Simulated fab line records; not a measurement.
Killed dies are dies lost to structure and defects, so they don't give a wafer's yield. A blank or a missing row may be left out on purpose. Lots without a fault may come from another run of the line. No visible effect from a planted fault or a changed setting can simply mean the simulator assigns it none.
One fault through the eyes of 2 desks -- flow sky130 -- each desk holds nothing but its own numbers, with what lay behind them at the end

== METROLOGY DESK ==
What the gauges read, lot by lot, whatever tool the lot ran on: means of the sampled wafers that have a number. The brackets show how far a lot's mean lies from the usual mean; more than 4 standard deviations puts the lot out of limits, marked OUT.
Columns: A = VT_ADJUST_NCORE_OVL at SKY_VT_ADJUST_NCORE_OVL_MEAS_08, usual -0.4 nm; B = VT_ADJUST_HVTR_TW at SKY_VT_ADJUST_HVTR_TW_MEAS_11, usual 210.4; C = SONOS_TUNNEL_OVL at SKY_SONOS_TUNNEL_OVL_MEAS_08, usual 0.2 nm
lot,first seen here,A,B,C
L791,day 9 11:02,0.8,210.2,0.7
L794,day 10 01:49,0.9,211.7,2.2
L796,day 10 20:37,0.8,211.7,-0.9
L797,day 11 04:26,-0.8,211.3,1.2
L798,day 11 11:29,-0.9,208.1,2.0
L799,day 11 17:26,0.4,208.5,0.3
L800,day 12 04:07,-0.2,210.8,-0.4
L806,day 14 07:32,1.7,223.8 (+11) OUT,-0.7
L805,day 14 08:15,-0.8,208.6,-0.3
L808,day 14 18:34,0.4,225.0 (+12) OUT,-1.7
L809,day 15 01:19,-0.9,211.7,-1.3
L811,day 15 09:29,-0.9,209.6,-1.2
This desk's finding: out of limits on L806, L808; first on L806, day 15 10:42 (VT_ADJUST_HVTR_TW at SKY_VT_ADJUST_HVTR_TW_MEAS_11). L791, L794, L796, L797, L798, L799, L800, L805, L809, L811 stayed within limits.

== THE TOOL OWNER'S DESK: implanter-01 ==
The tool's own readings at SKY_VT_ADJUST_HVTR_IMPLANT_09, given as means over the sampled wafers that have a number, one for each lot that went through this tool. The brackets show how far a lot's mean lies from the usual mean; more than 4 standard deviations puts the lot out of limits, marked OUT.
Columns: A = beamOnS at SKY_VT_ADJUST_HVTR_IMPLANT_09, usual 9.99 s; B = endStationPressureTorr at SKY_VT_ADJUST_HVTR_IMPLANT_09, usual 5.02e-06 Torr; C = faradayCurrentUA at SKY_VT_ADJUST_HVTR_IMPLANT_09, usual 11.85
lot,first seen here,A,B,C
L791,day 10 08:10,10.16,5.14e-06,11.66
L796,day 11 20:46,9.95,5.00e-06,11.87
L799,day 12 18:35,9.80,4.95e-06,12.07
L806,day 15 10:28,12.25 (+12) OUT,1.07e-04 (+99 or more) OUT,9.72 (-9.7) OUT
L808,day 15 21:53,12.41 (+13) OUT,1.15e-04 (+99 or more) OUT,9.65 (-10) OUT
This desk's verdict: out of limits on L806, L808, starting with L806 at day 15 10:28 (beamOnS at SKY_VT_ADJUST_HVTR_IMPLANT_09). L791, L796, L799 stayed within limits.

== ALL TOGETHER ==
An alarm could have come from the tool owner's desk at day 15 10:28, on L806, L808.
At day 15 10:42 the metrology desk could have sounded an alarm, on L806, L808.
Of the lots named, all ran SKY_VT_ADJUST_HVTR_IMPLANT_09 on implanter-01.

== WHAT WAS PUT IN BY THE SIMULATOR ==
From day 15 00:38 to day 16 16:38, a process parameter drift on implanter-01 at SKY_VT_ADJUST_HVTR_IMPLANT_09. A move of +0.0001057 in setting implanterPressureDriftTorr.
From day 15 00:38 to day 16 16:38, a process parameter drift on implanter-01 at SKY_VT_ADJUST_HVTR_IMPLANT_09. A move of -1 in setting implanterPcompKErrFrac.
Lots struck among those shown: L806, L808.
Counting hours from when the fault started, the first reading out of limits came at 10 for the tool owner's desk and at 10 for the metrology desk.
